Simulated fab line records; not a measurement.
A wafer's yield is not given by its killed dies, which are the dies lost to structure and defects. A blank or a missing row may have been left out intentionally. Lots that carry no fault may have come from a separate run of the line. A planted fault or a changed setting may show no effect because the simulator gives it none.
fab line records || flow sky130
record: {"lots": 6, "wafers": 18, "last-day": 49}
route steps=708 shown LDD_HVN@272 LDD_HVP@278 LDD_LDN@289
lots that met no fault: taken from a fault-free run of the same line
start-h: the number of hours between the record's first day and the start of the first shown wafer of the lot || wait-h: hours from the lot's prior step to this one || " as in the row above || L1.1+2: a row that stands for several wafers || - no value, or no start given || * or withheld: withheld || < > ~ a bound
route shown NAME@n: names a module that has steps shown in the file, with the first one's number in the route || usual: mean/standard deviation taken from wafers without a fault || same: alike in all rows || chamber/n: place in a boat || sites: each site's reading || _std_site: the values' standard deviation || _edge_site: the outer-site mean with the inner-site mean subtracted || radius-mm: for every site, how far away it sits from the centre of the wafer || mask NAME#n: copy n || behind: tool/chamber where the wafer was last shaped || hold: reason for holding the lot/hours on hold/outcome of the hold || device: the n, p or np transistor that did not switch || end of line: the tests these same wafers got at the end of their route || a step given without rows: its recipe and nothing more || killed: count of dies lost to structure and defects at first sort (not the wafer's yield) || map: a wafer's dies, x killed, . not, _ none there
set.NAME: the setting that was run; set.NAME@STEP: the one run at that earlier step || model.NAME: the simulator's own value behind a step, which no gauge read
a table for each step, a row for each wafer; lots at some steps of the route
services: a tool's chamber out of use, with start hour (start-h, from the record's first day; less than 0 if before it), hours out, and reason
== steps ==
step: SKY_LDD_HVN_PEB_05
recipe: {"temp-c": "withheld", "time-s": "*", "resist": "NOVOLAK"}
step: SKY_LDD_HVN_DEVELOP_06
recipe: {"resist": "NOVOLAK", "developer": "TMAH", "develop-time-s": 60, "dev-temp-c": 23}
step: SKY_LDD_HVN_OVL_MEAS_07
usual: {"LDD_HVN_OVL": "0.3/1.3"}
{"lot.wafer": "L210.3", "tool": "overlay-01", "chamber": "-", "start-h": 533.73, "wait-h": 0.1, "LDD_HVN_OVL[nm]": 0.8}
{"lot.wafer": "L210.4", "tool": "overlay-01", "chamber": "-", "start-h": 533.73, "wait-h": 0.1, "LDD_HVN_OVL[nm]": 0.4}
{"lot.wafer": "L210.6", "tool": "overlay-01", "chamber": "-", "start-h": 533.73, "wait-h": 0.1, "LDD_HVN_OVL[nm]": 0.4}
{"lot.wafer": "L215.2", "tool": "overlay-02", "chamber": "-", "start-h": 574.55, "wait-h": 0.1, "LDD_HVN_OVL[nm]": 0.7}
{"lot.wafer": "L215.5", "tool": "overlay-02", "chamber": "-", "start-h": 574.55, "wait-h": 0.1, "LDD_HVN_OVL[nm]": 2.3}
{"lot.wafer": "L215.6", "tool": "overlay-02", "chamber": "-", "start-h": 574.55, "wait-h": 0.1, "LDD_HVN_OVL[nm]": 1.4}
{"lot.wafer": "L219.4", "tool": "overlay-01", "chamber": "-", "start-h": 604.21, "wait-h": 0.1, "LDD_HVN_OVL[nm]": 1.6}
{"lot.wafer": "L219.5", "tool": "overlay-01", "chamber": "-", "start-h": 604.21, "wait-h": 0.1, "LDD_HVN_OVL[nm]": -0.2}
{"lot.wafer": "L219.6", "tool": "overlay-01", "chamber": "-", "start-h": 604.21, "wait-h": 0.1, "LDD_HVN_OVL[nm]": 0.9}
{"lot.wafer": "L220.2", "tool": "overlay-01", "chamber": "-", "start-h": 608.95, "wait-h": 0.1, "LDD_HVN_OVL[nm]": -0.4}
{"lot.wafer": "L220.3", "tool": "overlay-01", "chamber": "-", "start-h": 608.95, "wait-h": 0.1, "LDD_HVN_OVL[nm]": 0.4}
{"lot.wafer": "L220.4", "tool": "overlay-01", "chamber": "-", "start-h": 608.95, "wait-h": 0.1, "LDD_HVN_OVL[nm]": 1.2}
{"lot.wafer": "L221.2", "tool": "overlay-01", "chamber": "-", "start-h": 620.50, "wait-h": 0.1, "LDD_HVN_OVL[nm]": 0.9}
{"lot.wafer": "L221.5", "tool": "overlay-01", "chamber": "-", "start-h": 620.50, "wait-h": 0.1, "LDD_HVN_OVL[nm]": 1.0}
{"lot.wafer": "L221.6", "tool": "overlay-01", "chamber": "-", "start-h": 620.50, "wait-h": 0.1, "LDD_HVN_OVL[nm]": 1.0}
{"lot.wafer": "L222.2", "tool": "overlay-02", "chamber": "-", "start-h": 631.03, "wait-h": 0.1, "LDD_HVN_OVL[nm]": 2.4}
{"lot.wafer": "L222.4", "tool": "overlay-02", "chamber": "-", "start-h": 631.03, "wait-h": 0.1, "LDD_HVN_OVL[nm]": 0.7}
{"lot.wafer": "L222.5", "tool": "overlay-02", "chamber": "-", "start-h": 631.03, "wait-h": 0.1, "LDD_HVN_OVL[nm]": 1.7}
step: SKY_LDD_HVN_IMPLANT_08
recipe: {"species": "P", "energy-kev": 60, "dose-cm2": 3e+13, "tilt-deg": 40}
step: SKY_LDD_HVN_STRIP_09
recipe: {"chemistry": "O2/N2", "power-w": 1400, "pressure-mtorr": 1500, "platen-temp-c": "withheld", "o2-flow-sccm": 3000, "n2-flow-sccm": 300, "overash-fraction": 0.5}
usual: {"drypump-motor-current-A": "5.6/0.5", "oes-product-au": "0.408/0.0048", "strip-time-to-endpoint-s": "4.135/0.018"}
{"lot.wafer": "L210.3", "tool": "plasma-asher-03", "chamber": 0, "start-h": 533.94, "wait-h": 0.1, "drypump-motor-current-A": 4.9, "oes-product-au": 0.406, "rf-hours-counter-h": "-", "strip-time-to-endpoint-s": 4.125}
{"lot.wafer": "L210.4", "tool": "plasma-asher-03", "chamber": 1, "start-h": 533.94, "wait-h": 0.1, "drypump-motor-current-A": 5.8, "oes-product-au": 0.410, "rf-hours-counter-h": "-", "strip-time-to-endpoint-s": 4.124}
{"lot.wafer": "L210.6", "tool": "plasma-asher-03", "chamber": 1, "start-h": 533.94, "wait-h": 0.1, "drypump-motor-current-A": 5.7, "oes-product-au": 0.406, "rf-hours-counter-h": "-", "strip-time-to-endpoint-s": 4.136}
{"lot.wafer": "L215.2", "tool": "plasma-asher-01", "chamber": 0, "start-h": 574.73, "wait-h": 0.1, "drypump-motor-current-A": 6.6, "oes-product-au": 0.413, "rf-hours-counter-h": 79, "strip-time-to-endpoint-s": 4.115}
{"lot.wafer": "L215.5", "tool": "plasma-asher-01", "chamber": 0, "start-h": 574.73, "wait-h": 0.1, "drypump-motor-current-A": 6.6, "oes-product-au": 0.416, "rf-hours-counter-h": "-", "strip-time-to-endpoint-s": 4.146}
{"lot.wafer": "L215.6", "tool": "plasma-asher-01", "chamber": 1, "start-h": 574.73, "wait-h": 0.1, "drypump-motor-current-A": 6.1, "oes-product-au": 0.411, "rf-hours-counter-h": "-", "strip-time-to-endpoint-s": 4.154}
{"lot.wafer": "L219.4", "tool": "plasma-asher-03", "chamber": 0, "start-h": 604.41, "wait-h": 0.1, "drypump-motor-current-A": 4.9, "oes-product-au": 0.402, "rf-hours-counter-h": "-", "strip-time-to-endpoint-s": 4.133}
{"lot.wafer": "L219.5", "tool": "plasma-asher-03", "chamber": 1, "start-h": 604.41, "wait-h": 0.1, "drypump-motor-current-A": 5.7, "oes-product-au": 0.413, "rf-hours-counter-h": "-", "strip-time-to-endpoint-s": 4.127}
{"lot.wafer": "L219.6", "tool": "plasma-asher-03", "chamber": 0, "start-h": 604.41, "wait-h": 0.1, "drypump-motor-current-A": 4.9, "oes-product-au": 0.413, "rf-hours-counter-h": "-", "strip-time-to-endpoint-s": 4.121}
{"lot.wafer": "L220.2", "tool": "plasma-asher-03", "chamber": 0, "start-h": 609.13, "wait-h": 0.1, "drypump-motor-current-A": 4.9, "oes-product-au": 0.410, "rf-hours-counter-h": 89, "strip-time-to-endpoint-s": 4.112}
{"lot.wafer": "L220.3", "tool": "plasma-asher-03", "chamber": 1, "start-h": 609.13, "wait-h": 0.1, "drypump-motor-current-A": 5.7, "oes-product-au": 0.407, "rf-hours-counter-h": "-", "strip-time-to-endpoint-s": 4.123}
{"lot.wafer": "L220.4", "tool": "plasma-asher-03", "chamber": 0, "start-h": 609.13, "wait-h": 0.1, "drypump-motor-current-A": 4.9, "oes-product-au": 0.403, "rf-hours-counter-h": "-", "strip-time-to-endpoint-s": 4.133}
{"lot.wafer": "L221.2", "tool": "plasma-asher-03", "chamber": 1, "start-h": 620.68, "wait-h": 0.1, "drypump-motor-current-A": 5.8, "oes-product-au": 0.411, "rf-hours-counter-h": 90, "strip-time-to-endpoint-s": 4.117}
{"lot.wafer": "L221.5", "tool": "plasma-asher-03", "chamber": 1, "start-h": 620.68, "wait-h": 0.1, "drypump-motor-current-A": 5.7, "oes-product-au": 0.393, "rf-hours-counter-h": "-", "strip-time-to-endpoint-s": 4.118}
{"lot.wafer": "L221.6", "tool": "plasma-asher-03", "chamber": 0, "start-h": 620.68, "wait-h": 0.1, "drypump-motor-current-A": 4.9, "oes-product-au": 0.407, "rf-hours-counter-h": "-", "strip-time-to-endpoint-s": 4.122}
{"lot.wafer": "L222.2", "tool": "plasma-asher-01", "chamber": 0, "start-h": 631.21, "wait-h": 0.1, "drypump-motor-current-A": 6.6, "oes-product-au": 0.413, "rf-hours-counter-h": 85, "strip-time-to-endpoint-s": 4.133}
{"lot.wafer": "L222.4", "tool": "plasma-asher-01", "chamber": 1, "start-h": 631.21, "wait-h": 0.1, "drypump-motor-current-A": 6.1, "oes-product-au": 0.407, "rf-hours-counter-h": "-", "strip-time-to-endpoint-s": 4.144}
{"lot.wafer": "L222.5", "tool": "plasma-asher-01", "chamber": 0, "start-h": 631.21, "wait-h": 0.1, "drypump-motor-current-A": 6.6, "oes-product-au": 0.407, "rf-hours-counter-h": "-", "strip-time-to-endpoint-s": 4.109}
step: SKY_LDD_HVN_TW_MEAS_10
usual: {"LDD_HVN_TW": "1444/6.6"}
{"lot.wafer": "L210.3", "tool": "film-metro-01", "chamber": "-", "start-h": 534.03, "wait-h": 0.1, "LDD_HVN_TW": 1449}
{"lot.wafer": "L210.4", "tool": "film-metro-01", "chamber": "-", "start-h": 534.03, "wait-h": 0.1, "LDD_HVN_TW": 1445}
{"lot.wafer": "L210.6", "tool": "film-metro-01", "chamber": "-", "start-h": 534.03, "wait-h": 0.1, "LDD_HVN_TW": 1450}
{"lot.wafer": "L215.2", "tool": "film-metro-02", "chamber": "-", "start-h": 574.84, "wait-h": 0.1, "LDD_HVN_TW": 1442}
{"lot.wafer": "L215.5", "tool": "film-metro-02", "chamber": "-", "start-h": 574.84, "wait-h": 0.1, "LDD_HVN_TW": 1443}
{"lot.wafer": "L215.6", "tool": "film-metro-02", "chamber": "-", "start-h": 574.84, "wait-h": 0.1, "LDD_HVN_TW": 1453}
{"lot.wafer": "L219.4", "tool": "film-metro-02", "chamber": "-", "start-h": 604.51, "wait-h": 0.1, "LDD_HVN_TW": 1436}
{"lot.wafer": "L219.5", "tool": "film-metro-02", "chamber": "-", "start-h": 604.51, "wait-h": 0.1, "LDD_HVN_TW": 1442}
{"lot.wafer": "L219.6", "tool": "film-metro-02", "chamber": "-", "start-h": 604.51, "wait-h": 0.1, "LDD_HVN_TW": 1440}
{"lot.wafer": "L220.2", "tool": "film-metro-04", "chamber": "-", "start-h": 609.24, "wait-h": 0.1, "LDD_HVN_TW": 1437}
{"lot.wafer": "L220.3", "tool": "film-metro-04", "chamber": "-", "start-h": 609.24, "wait-h": 0.1, "LDD_HVN_TW": 1448}
{"lot.wafer": "L220.4", "tool": "film-metro-04", "chamber": "-", "start-h": 609.24, "wait-h": 0.1, "LDD_HVN_TW": 1444}
{"lot.wafer": "L221.2", "tool": "film-metro-02", "chamber": "-", "start-h": 620.79, "wait-h": 0.1, "LDD_HVN_TW": 1443}
{"lot.wafer": "L221.5", "tool": "film-metro-02", "chamber": "-", "start-h": 620.79, "wait-h": 0.1, "LDD_HVN_TW": 1442}
{"lot.wafer": "L221.6", "tool": "film-metro-02", "chamber": "-", "start-h": 620.79, "wait-h": 0.1, "LDD_HVN_TW": 1444}
{"lot.wafer": "L222.2", "tool": "film-metro-02", "chamber": "-", "start-h": 631.32, "wait-h": 0.1, "LDD_HVN_TW": 1449}
{"lot.wafer": "L222.4", "tool": "film-metro-02", "chamber": "-", "start-h": 631.32, "wait-h": 0.1, "LDD_HVN_TW": 1448}
{"lot.wafer": "L222.5", "tool": "film-metro-02", "chamber": "-", "start-h": 631.32, "wait-h": 0.1, "LDD_HVN_TW": 1438}
step: SKY_LDD_HVP_DEHYDRATE_00
recipe: {"temp-c": 200, "time-s": 60}
step: SKY_LDD_HVP_HMDS_01
recipe: {"prime-time-s": 60, "prime-temp-c": 120}
step: SKY_LDD_HVP_COAT_02
recipe: {"resist": "NOVOLAK", "spin-rpm": 3000, "resist-thk-nm": 300}
step: SKY_LDD_HVP_SOFTBAKE_03
recipe: {"temp-c": 90, "time-s": 60, "resist": "NOVOLAK"}
step: SKY_LDD_HVP_EXPOSE_04
recipe: {"mask-id": "HVPTM", "na": 0.6, "source-shape": "conventional", "sigma-outer": 0.6, "polarization": "unpolarized", "target-cd-nm": 700, "dose-mj": 86}
step: SKY_LDD_HVP_PEB_05
recipe: {"temp-c": "withheld", "time-s": "*", "resist": "NOVOLAK"}
step: SKY_LDD_HVP_DEVELOP_06
recipe: {"resist": "NOVOLAK", "developer": "TMAH", "develop-time-s": 60, "dev-temp-c": 23}
{"lot.wafer": "L210.3+4+6", "tool": "litho-track-04", "chamber": 0, "start-h": 564.05, "wait-h": 0.1}
{"lot.wafer": "L215.2+5+6", "tool": "litho-track-02", "chamber": 0, "start-h": 603.70, "wait-h": 0.1}
{"lot.wafer": "L219.4+5+6", "tool": "litho-track-02", "chamber": 0, "start-h": 633.05, "wait-h": 0.1}
{"lot.wafer": "L220.2+3+4", "tool": "litho-track-04", "chamber": 0, "start-h": 638.07, "wait-h": 0.1}
{"lot.wafer": "L221.2+5+6", "tool": "litho-track-02", "chamber": 0, "start-h": 649.05, "wait-h": 0.1}
{"lot.wafer": "L222.2+4+5", "tool": "litho-track-04", "chamber": 0, "start-h": 659.57, "wait-h": 0.1}
step: SKY_LDD_HVP_OVL_MEAS_07
usual: {"LDD_HVP_OVL": "0.3/1.4"}
{"lot.wafer": "L210.3", "tool": "overlay-01", "chamber": "-", "start-h": 564.16, "wait-h": 0.1, "LDD_HVP_OVL[nm]": -1.4}
{"lot.wafer": "L210.4", "tool": "overlay-01", "chamber": "-", "start-h": 564.16, "wait-h": 0.1, "LDD_HVP_OVL[nm]": -0.8}
{"lot.wafer": "L210.6", "tool": "overlay-01", "chamber": "-", "start-h": 564.16, "wait-h": 0.1, "LDD_HVP_OVL[nm]": 1.1}
{"lot.wafer": "L215.2", "tool": "overlay-02", "chamber": "-", "start-h": 603.83, "wait-h": 0.1, "LDD_HVP_OVL[nm]": 1.6}
{"lot.wafer": "L215.5", "tool": "overlay-02", "chamber": "-", "start-h": 603.83, "wait-h": 0.1, "LDD_HVP_OVL[nm]": 1.4}
{"lot.wafer": "L215.6", "tool": "overlay-02", "chamber": "-", "start-h": 603.83, "wait-h": 0.1, "LDD_HVP_OVL[nm]": 0.1}
{"lot.wafer": "L219.4", "tool": "overlay-01", "chamber": "-", "start-h": 633.14, "wait-h": 0.1, "LDD_HVP_OVL[nm]": 1.2}
{"lot.wafer": "L219.5", "tool": "overlay-01", "chamber": "-", "start-h": 633.14, "wait-h": 0.1, "LDD_HVP_OVL[nm]": -0.1}
{"lot.wafer": "L219.6", "tool": "overlay-01", "chamber": "-", "start-h": 633.14, "wait-h": 0.1, "LDD_HVP_OVL[nm]": 0.4}
{"lot.wafer": "L220.2", "tool": "overlay-01", "chamber": "-", "start-h": 638.21, "wait-h": 0.1, "LDD_HVP_OVL[nm]": 1.9}
{"lot.wafer": "L220.3", "tool": "overlay-01", "chamber": "-", "start-h": 638.21, "wait-h": 0.1, "LDD_HVP_OVL[nm]": 2.6}
{"lot.wafer": "L220.4", "tool": "overlay-01", "chamber": "-", "start-h": 638.21, "wait-h": 0.1, "LDD_HVP_OVL[nm]": 0.3}
{"lot.wafer": "L221.2", "tool": "overlay-02", "chamber": "-", "start-h": 649.18, "wait-h": 0.1, "LDD_HVP_OVL[nm]": 0.7}
{"lot.wafer": "L221.5", "tool": "overlay-02", "chamber": "-", "start-h": 649.18, "wait-h": 0.1, "LDD_HVP_OVL[nm]": -0.7}
{"lot.wafer": "L221.6", "tool": "overlay-02", "chamber": "-", "start-h": 649.18, "wait-h": 0.1, "LDD_HVP_OVL[nm]": 1.3}
{"lot.wafer": "L222.2", "tool": "overlay-02", "chamber": "-", "start-h": 659.71, "wait-h": 0.1, "LDD_HVP_OVL[nm]": -1.6}
{"lot.wafer": "L222.4", "tool": "overlay-02", "chamber": "-", "start-h": 659.71, "wait-h": 0.1, "LDD_HVP_OVL[nm]": -0.4}
{"lot.wafer": "L222.5", "tool": "overlay-02", "chamber": "-", "start-h": 659.71, "wait-h": 0.1, "LDD_HVP_OVL[nm]": -0.3}
step: SKY_LDD_HVP_IMPLANT_08
recipe: {"species": "B", "energy-kev": 20, "dose-cm2": 1.7e+13, "tilt-deg": 17.9}
step: SKY_LDD_HVP_STRIP_09
recipe: {"chemistry": "O2/N2", "power-w": 1400, "pressure-mtorr": 1500, "platen-temp-c": "withheld", "o2-flow-sccm": 3000, "n2-flow-sccm": 300, "overash-fraction": 0.5}
usual: {"drypump-motor-current-A": "5.9/0.35", "oes-product-au": "0.409/0.0047", "strip-time-to-endpoint-s": "4.138/0.014"}
{"lot.wafer": "L210.3", "tool": "plasma-asher-04", "chamber": 1, "start-h": 564.37, "wait-h": 0.1, "drypump-motor-current-A": 5.8, "oes-product-au": 0.409, "rf-hours-counter-h": "-", "strip-time-to-endpoint-s": 4.123}
{"lot.wafer": "L210.4", "tool": "plasma-asher-04", "chamber": 0, "start-h": 564.37, "wait-h": 0.1, "drypump-motor-current-A": 5.4, "oes-product-au": 0.406, "rf-hours-counter-h": "-", "strip-time-to-endpoint-s": 4.131}
{"lot.wafer": "L210.6", "tool": "plasma-asher-04", "chamber": 0, "start-h": 564.37, "wait-h": 0.1, "drypump-motor-current-A": 5.4, "oes-product-au": 0.407, "rf-hours-counter-h": "-", "strip-time-to-endpoint-s": 4.140}
{"lot.wafer": "L215.2", "tool": "plasma-asher-02", "chamber": 1, "start-h": 604.01, "wait-h": 0.1, "drypump-motor-current-A": 5.7, "oes-product-au": 0.410, "rf-hours-counter-h": 15, "strip-time-to-endpoint-s": 4.123}
{"lot.wafer": "L215.5", "tool": "plasma-asher-02", "chamber": 0, "start-h": 604.01, "wait-h": 0.1, "drypump-motor-current-A": 6.1, "oes-product-au": 0.414, "rf-hours-counter-h": "-", "strip-time-to-endpoint-s": 4.144}
{"lot.wafer": "L215.6", "tool": "plasma-asher-02", "chamber": 1, "start-h": 604.01, "wait-h": 0.1, "drypump-motor-current-A": 5.7, "oes-product-au": 0.402, "rf-hours-counter-h": "-", "strip-time-to-endpoint-s": 4.154}
{"lot.wafer": "L219.4", "tool": "plasma-asher-01", "chamber": 1, "start-h": 633.34, "wait-h": 0.1, "drypump-motor-current-A": 6.2, "oes-product-au": 0.413, "rf-hours-counter-h": "-", "strip-time-to-endpoint-s": 4.147}
{"lot.wafer": "L219.5", "tool": "plasma-asher-01", "chamber": 1, "start-h": 633.34, "wait-h": 0.1, "drypump-motor-current-A": 6.1, "oes-product-au": 0.415, "rf-hours-counter-h": "-", "strip-time-to-endpoint-s": 4.157}
{"lot.wafer": "L219.6", "tool": "plasma-asher-01", "chamber": 0, "start-h": 633.34, "wait-h": 0.1, "drypump-motor-current-A": 6.6, "oes-product-au": 0.421, "rf-hours-counter-h": "-", "strip-time-to-endpoint-s": 4.132}
{"lot.wafer": "L220.2", "tool": "plasma-asher-02", "chamber": 1, "start-h": 638.39, "wait-h": 0.1, "drypump-motor-current-A": 5.8, "oes-product-au": 0.409, "rf-hours-counter-h": 19, "strip-time-to-endpoint-s": 4.102}
{"lot.wafer": "L220.3", "tool": "plasma-asher-02", "chamber": 0, "start-h": 638.39, "wait-h": 0.1, "drypump-motor-current-A": 6.1, "oes-product-au": 0.412, "rf-hours-counter-h": "-", "strip-time-to-endpoint-s": 4.138}
{"lot.wafer": "L220.4", "tool": "plasma-asher-02", "chamber": 1, "start-h": 638.39, "wait-h": 0.1, "drypump-motor-current-A": 5.7, "oes-product-au": 0.417, "rf-hours-counter-h": "-", "strip-time-to-endpoint-s": 4.143}
{"lot.wafer": "L221.2", "tool": "plasma-asher-02", "chamber": 0, "start-h": 649.36, "wait-h": 0.1, "drypump-motor-current-A": 6.1, "oes-product-au": 0.407, "rf-hours-counter-h": 20, "strip-time-to-endpoint-s": 4.151}
{"lot.wafer": "L221.5", "tool": "plasma-asher-02", "chamber": 0, "start-h": 649.36, "wait-h": 0.1, "drypump-motor-current-A": 6.1, "oes-product-au": 0.407, "rf-hours-counter-h": "-", "strip-time-to-endpoint-s": 4.148}
{"lot.wafer": "L221.6", "tool": "plasma-asher-02", "chamber": 1, "start-h": 649.36, "wait-h": 0.1, "drypump-motor-current-A": 5.8, "oes-product-au": 0.406, "rf-hours-counter-h": "-", "strip-time-to-endpoint-s": 4.153}
{"lot.wafer": "L222.2", "tool": "plasma-asher-02", "chamber": 0, "start-h": 659.89, "wait-h": 0.1, "drypump-motor-current-A": 6.1, "oes-product-au": 0.417, "rf-hours-counter-h": 21, "strip-time-to-endpoint-s": 4.147}
{"lot.wafer": "L222.4", "tool": "plasma-asher-02", "chamber": 0, "start-h": 659.89, "wait-h": 0.1, "drypump-motor-current-A": 6.1, "oes-product-au": 0.409, "rf-hours-counter-h": "-", "strip-time-to-endpoint-s": 4.152}
{"lot.wafer": "L222.5", "tool": "plasma-asher-02", "chamber": 1, "start-h": 659.89, "wait-h": 0.1, "drypump-motor-current-A": 5.8, "oes-product-au": 0.410, "rf-hours-counter-h": "-", "strip-time-to-endpoint-s": 4.157}
step: SKY_LDD_HVP_TW_MEAS_10
usual: {"LDD_HVP_TW": "458.4/2"}
{"lot.wafer": "L210.3", "tool": "film-metro-01", "chamber": "-", "start-h": 564.46, "wait-h": 0.1, "LDD_HVP_TW": 459.9}
{"lot.wafer": "L210.4", "tool": "film-metro-01", "chamber": "-", "start-h": 564.46, "wait-h": 0.1, "LDD_HVP_TW": 458.8}
{"lot.wafer": "L210.6", "tool": "film-metro-01", "chamber": "-", "start-h": 564.46, "wait-h": 0.1, "LDD_HVP_TW": 459.7}
{"lot.wafer": "L215.2", "tool": "film-metro-03", "chamber": "-", "start-h": 604.12, "wait-h": 0.1, "LDD_HVP_TW": 458.5}
{"lot.wafer": "L215.5", "tool": "film-metro-03", "chamber": "-", "start-h": 604.12, "wait-h": 0.1, "LDD_HVP_TW": 459.9}
{"lot.wafer": "L215.6", "tool": "film-metro-03", "chamber": "-", "start-h": 604.12, "wait-h": 0.1, "LDD_HVP_TW": 459.5}
{"lot.wafer": "L219.4", "tool": "film-metro-03", "chamber": "-", "start-h": 633.44, "wait-h": 0.1, "LDD_HVP_TW": 73.6}
{"lot.wafer": "L219.5", "tool": "film-metro-03", "chamber": "-", "start-h": 633.44, "wait-h": 0.1, "LDD_HVP_TW": 72.7}
{"lot.wafer": "L219.6", "tool": "film-metro-03", "chamber": "-", "start-h": 633.44, "wait-h": 0.1, "LDD_HVP_TW": 74.9}
{"lot.wafer": "L220.2", "tool": "film-metro-03", "chamber": "-", "start-h": 638.50, "wait-h": 0.1, "LDD_HVP_TW": 460.6}
{"lot.wafer": "L220.3", "tool": "film-metro-03", "chamber": "-", "start-h": 638.50, "wait-h": 0.1, "LDD_HVP_TW": 460.4}
{"lot.wafer": "L220.4", "tool": "film-metro-03", "chamber": "-", "start-h": 638.50, "wait-h": 0.1, "LDD_HVP_TW": 459.0}
{"lot.wafer": "L221.2", "tool": "film-metro-03", "chamber": "-", "start-h": 649.47, "wait-h": 0.1, "LDD_HVP_TW": 72.6}
{"lot.wafer": "L221.5", "tool": "film-metro-03", "chamber": "-", "start-h": 649.47, "wait-h": 0.1, "LDD_HVP_TW": 73.1}
{"lot.wafer": "L221.6", "tool": "film-metro-03", "chamber": "-", "start-h": 649.47, "wait-h": 0.1, "LDD_HVP_TW": 73.5}
{"lot.wafer": "L222.2", "tool": "film-metro-03", "chamber": "-", "start-h": 660.00, "wait-h": 0.1, "LDD_HVP_TW": 457.6}
{"lot.wafer": "L222.4", "tool": "film-metro-03", "chamber": "-", "start-h": 660.00, "wait-h": 0.1, "LDD_HVP_TW": 457.9}
{"lot.wafer": "L222.5", "tool": "film-metro-03", "chamber": "-", "start-h": 660.00, "wait-h": 0.1, "LDD_HVP_TW": 459.3}
step: SKY_LDD_LDN_DEHYDRATE_00
recipe: {"temp-c": 200, "time-s": 60}
== services ==
{"tool": "plasma-asher-01", "chamber": "-", "start-h": 536.00, "hours": 0.5, "kind": "repair"}
{"tool": "plasma-asher-03", "chamber": "-", "start-h": 563.60, "hours": 18.2, "kind": "repair"}
{"tool": "plasma-asher-02", "chamber": "-", "start-h": 567.20, "hours": 13.2, "kind": "repair"}
{"tool": "plasma-asher-04", "chamber": "-", "start-h": 580.69, "hours": 2.2, "kind": "repair"}
{"tool": "plasma-asher-03", "chamber": "-", "start-h": 586.17, "hours": 2.8, "kind": "pm"}
{"tool": "plasma-asher-03", "chamber": "-", "start-h": 611.03, "hours": 4.3, "kind": "pm"}
{"tool": "plasma-asher-01", "chamber": "-", "start-h": 637.79, "hours": 3.7, "kind": "repair"}
== key ==
first-sign: {"step": "SKY_LDD_HVP_TW_MEAS_10", "reading": "LDD_HVP_TW", "direction": "down", "sigmas": "99+", "usual": 458.4, "struck": 73.4}
effect none on later readings
met-at SKY_LDD_HVP_DEVELOP_06
struck-wafers L219.4,L219.5,L219.6,L221.2,L221.5,L221.6
sort-left-out L219.4,L219.5,L219.6,L221.2,L221.5,L221.6
tester-left-out L219,L221
onset-between 603.70 633.05
fault: {"kind": "process-parameter-drift", "tool": "litho-track-02", "chamber": "-", "onset-h": 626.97, "steps": "SKY_LDD_HVP_DEVELOP_06", "channel": "develop-time-s", "offset": "*", "shape": "step", "end-h": 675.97, "acts-in": "*", "stated": "*"}
tester-left-out: of these lots the tester's yield and bins aren't shown, on N5 and GAA mostly nor the transistor test; their killed dies are dies lost to structure and defects alone, not to doping, threshold or leakage, so they don't give the yield
sort-left-out: the simulated sort isn't trusted on such a fault, so these wafers' sort isn't shown, and their yield isn't known
